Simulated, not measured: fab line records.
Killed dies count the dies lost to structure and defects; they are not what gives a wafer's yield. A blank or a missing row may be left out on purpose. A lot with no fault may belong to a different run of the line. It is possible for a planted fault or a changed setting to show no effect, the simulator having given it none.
A lot that was struck, set against a sound lot -- flow gf180mcu -- 33 steps out of a route of 602
Sound: wafers L144.3, L144.5, L144.6. Struck: wafers L157.2, L157.3, L157.5. At the end, the cause is stated.
Each step with rows lists, per side, the tool, then ch with its chambers, then its first start. Under that, the readings that differ: sound wafers -- struck wafers -- difference of the means -- sigmas: that difference in standard deviations of wafers without a fault.
alike: readings with means less than 2 such deviations apart, plus words and numbers identical on both sides. not compared: withheld readings, readings lacking a value on some wafer, bounds such as >300 that could conceal the same value, and numbers that have no deviation in the record and whose values overlap.
A row with sigmas, a row that says differs or no value, or rows on one side alone: a step with any of these is where the two part. When numbers do not overlap yet have no deviation, they are printed without sigmas and do not part them. A reading missing from all wafers of one side parts the sides only when that side holds two or more wafers.

GF_HV_LDD_STRIP_22: strips in O2/N2.
  sound on plasma-asher-04 ch 0,1, day 11 11:02; struck on plasma-asher-04 ch 0,1, day 15 16:31
  alike: drypump-motor-current-A, heater-power-w, n2-flow-sccm, oes-product-au, strip-time-to-endpoint-s
  not compared: rf-hours-counter-h
GF_HV_LDD_TW_MEAS_23:
  struck on film-metro-01, day 15 16:37; sound on film-metro-02, day 11 11:08
reading,sound,struck,difference,sigmas
HV_LDD_2_TW,1034 1033 1031,1059 1056 1051,+23,+2
then, 7 steps without rows for these wafers: GF_HV_LDD_DEHYDRATE_24 (time 60 s); GF_HV_LDD_HMDS_25 (prime time 60 s); GF_HV_LDD_COAT_26 (resist thk 1000 nm); GF_HV_LDD_SOFTBAKE_27 (time 60 s); GF_HV_LDD_EXPOSE_28 (exposes mask Nplus HV AREA, target cd 400 nm); GF_HV_LDD_PEB_29; GF_HV_LDD_DEVELOP_30 (develop time 60 s).
GF_HV_LDD_CD_MEAS_31 targets a cd of 400 nm.
  struck on cd-sem-01, day 16 15:04; sound on cd-sem-01, day 12 14:32
  alike: cd-nm
GF_HV_LDD_OVL_MEAS_32:
  struck on overlay-01, day 16 15:11; sound on overlay-01, day 12 14:38
  alike: HV_LDD_02_OVL
following that, these wafers have no rows for 1 step: GF_HV_LDD_IMPLANT_33.
GF_HV_LDD_IMPLANT_34:
  sound on implanter-01 ch 0, day 12 14:57; struck on implanter-03, day 16 15:23
  no value came back on the struck wafers for beam-energy-keV, beam-on-s (s), end-station-pressure-torr (Torr); on the sound wafers beam-energy-keV reads 60.033 60.048 60.033
then, 2 steps without rows for these wafers: GF_HV_LDD_IMPLANT_35; GF_HV_LDD_IMPLANT_36.
GF_HV_LDD_STRIP_37: strips in O2/N2.
  sound on plasma-asher-01 ch 0,1, day 12 15:23; struck on plasma-asher-03 ch 0,1, day 16 15:49
  alike: drypump-motor-current-A, heater-power-w, n2-flow-sccm, oes-product-au, strip-time-to-endpoint-s
  not compared: rf-hours-counter-h
GF_HV_LDD_TW_MEAS_38:
  struck on film-metro-02, day 16 15:55; sound on film-metro-04, day 12 15:28
reading,sound,struck,difference,sigmas
HV_LDD_3_TW,1436 1433 1441,1287 1296 1292,-145,-10
then, 7 steps without rows for these wafers: GF_HV_LDD_DEHYDRATE_39 (time 60 s); GF_HV_LDD_HMDS_40 (prime time 60 s); GF_HV_LDD_COAT_41 (resist thk 1000 nm); GF_HV_LDD_SOFTBAKE_42 (time 60 s); GF_HV_LDD_EXPOSE_43 (exposes mask Pplus HV AREA, target cd 400 nm); GF_HV_LDD_PEB_44; GF_HV_LDD_DEVELOP_45 (develop time 60 s).
GF_HV_LDD_CD_MEAS_46 targets a cd of 400 nm.
  struck on cd-sem-02, day 17 14:43; sound on cd-sem-01, day 13 11:20
  alike: cd-nm
GF_HV_LDD_OVL_MEAS_47:
  struck on overlay-02, day 17 14:50; sound on overlay-02, day 13 11:26
  alike: HV_LDD_03_OVL
following that, these wafers have no rows for 1 step: GF_HV_LDD_IMPLANT_48.
GF_HV_LDD_STRIP_49: strips in O2/N2.
  sound on plasma-asher-04 ch 0,1, day 13 11:38; struck on plasma-asher-04 ch 0,1, day 17 15:01
  alike: drypump-motor-current-A, heater-power-w, n2-flow-sccm, oes-product-au, strip-time-to-endpoint-s
  not compared: rf-hours-counter-h
GF_HV_LDD_TW_MEAS_50:
  struck on film-metro-01, day 17 15:08; sound on film-metro-04, day 13 11:44
  alike: HV_LDD_4_TW
then, 1 step without rows for these wafers: GF_HV_LDD_CLEAN_51 (cleans in SC1/SC2, time 150 s).
GF_HV_LDD_RTA_52: time 10 s.
  sound on rtp-anneal-01 ch 0, day 13 11:51; struck on rtp-anneal-02 ch 0, day 17 15:15
reading,sound,struck,difference,sigmas
lamp-power-pct (%),33.6 33.5 33.6,31.9 31.9 31.9,-1.7,-2
  alike: wafer_temp_C_max
GF_HV_LDD_RS_MEAS_53: measurement is done with a four-point probe.
  struck on film-metro-04, day 17 15:20; sound on film-metro-04, day 13 11:56
reading,sound,struck,difference,sigmas
HV_LDD_RS (ohm/sq),416.7 417.4 416.3,438.2 438.7 439.3,+21.9,+22
then, 1 step without rows for these wafers: GF_HV_LDD_CVD_54 (deposits SiO2 from TEOS, target thk 10 nm, time 75 s).

## WHERE THEY PART
At GF_HV_LDD_TW_MEAS_23 first; at GF_HV_LDD_RS_MEAS_53 last (within this record only).

WHY: what had been put in by the simulator
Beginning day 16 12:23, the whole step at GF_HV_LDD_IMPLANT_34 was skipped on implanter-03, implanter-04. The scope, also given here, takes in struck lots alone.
